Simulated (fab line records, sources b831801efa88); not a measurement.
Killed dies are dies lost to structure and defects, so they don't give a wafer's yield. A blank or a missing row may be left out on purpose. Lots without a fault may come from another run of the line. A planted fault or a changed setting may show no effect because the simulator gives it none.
Chamber matching | flow sky130 | SKY_PASSIVATION_ETCH_11 on rie_diel-03: 4 sister chambers
The step etches the open film in CF4/O2, stops on AlCu, target depth 725 nm, time 161.1 s. 20 wafers are shown with their chamber, then 10 later ones without.

WAFERS WITH THEIR CHAMBER
wafer  | chamber | drypump_motor_current_A (A) | rf_fwd_power_W (W) | throttle_valve_pct (%)
L077.2 | 3       | 5.4                         | 798.6              | 5.966
L077.3 | 1       | 5.2                         | 792.9              | 5.960
L077.5 | 1       | 5.2                         | 790.8              | 5.956
L078.1 | 3       | 5.4                         | 797.4              | 5.977
L078.4 | 1       | 5.2                         | 798.3              | 5.965
L078.5 | 2       | 5.4                         | 796.3              | 5.964
L079.1 | 2       | 5.4                         | 797.7              | 5.983
L079.2 | 1       | 5.2                         | 795.8              | 5.966
L079.6 | 0       | 6.2                         | 797.0              | 5.954
L082.3 | 1       | 5.2                         | 792.2              | 5.971
L082.4 | 3       | 5.5                         | 798.8              | 5.966
L082.6 | 0       | 6.2                         | 798.0              | 5.953
L083.1 | 1       | 5.2                         | 795.7              | 5.953
L083.2 | 3       | 5.4                         | 799.3              | 5.961
L083.3 | 0       | 6.1                         | 799.0              | 5.960
L084.1 | 0       | 6.2                         | 793.3              | 5.954
L084.4 | 3       | 5.4                         | 797.8              | 5.963
L084.6 | 2       | 5.4                         | 793.9              | 5.948
L085.1 | 0       | 6.2                         | 798.2              | 5.952
L085.2 | 2       | 5.4                         | 796.5              | 5.949

SIGNATURES (means of the wafers above)
reading                 | chamber 0 | chamber 1 | chamber 2 | chamber 3 | scatter within a chamber
drypump_motor_current_A | 6.180     | 5.200     | 5.400     | 5.420     | 0.0316
rf_fwd_power_W          | 797.100   | 794.283   | 796.100   | 798.380   | 2.07
throttle_valve_pct      | 5.95460   | 5.96183   | 5.96100   | 5.96660   | 0.00875
Rule: a wafer's distance from a chamber is the root of the sum, over the readings, of the square of ((its reading less the chamber's mean) divided by the reading's scatter). The wafer belongs to the nearest chamber; if the next one is less than 2 further off, it can't be placed. The scatter: the root of (the sum of the squares of (reading less its chamber's mean) over the shown wafers, divided by (wafers less chambers)).

WAFERS WITHOUT THEIR CHAMBER
wafer  | drypump_motor_current_A (A) | rf_fwd_power_W (W) | throttle_valve_pct (%)
L085.6 | 5.2                         | 797.6              | 5.992
L089.2 | 5.4                         | 793.8              | 5.967
L089.3 | 6.2                         | 794.0              | 5.965
L089.5 | 6.2                         | 797.2              | 5.958
L093.2 | 5.4                         | 799.7              | 5.982
L093.3 | 6.2                         | 795.6              | 5.967
L093.5 | 5.4                         | 795.6              | 5.954
L097.1 | 5.2                         | 795.7              | 5.955
L097.2 | 5.4                         | 796.5              | 5.974
L097.4 | 6.2                         | 795.7              | 5.965

WHICH CHAMBER EACH WENT THROUGH
wafer  | from the rows above     | in truth
L085.6 | 1                       | 1
L089.2 | can't be placed: 2 or 3 | 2
L089.3 | 0                       | 0
L089.5 | 0                       | 0
L093.2 | can't be placed: 3 or 2 | 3
L093.3 | 0                       | 0
L093.5 | can't be placed: 2 or 3 | 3
L097.1 | 1                       | 1
L097.2 | can't be placed: 3 or 2 | 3
L097.4 | 0                       | 0
Placed correctly: 6 of 10. Can't be placed from these rows: 4 (the true chamber is among the candidates in 4). Placed wrongly: 0.
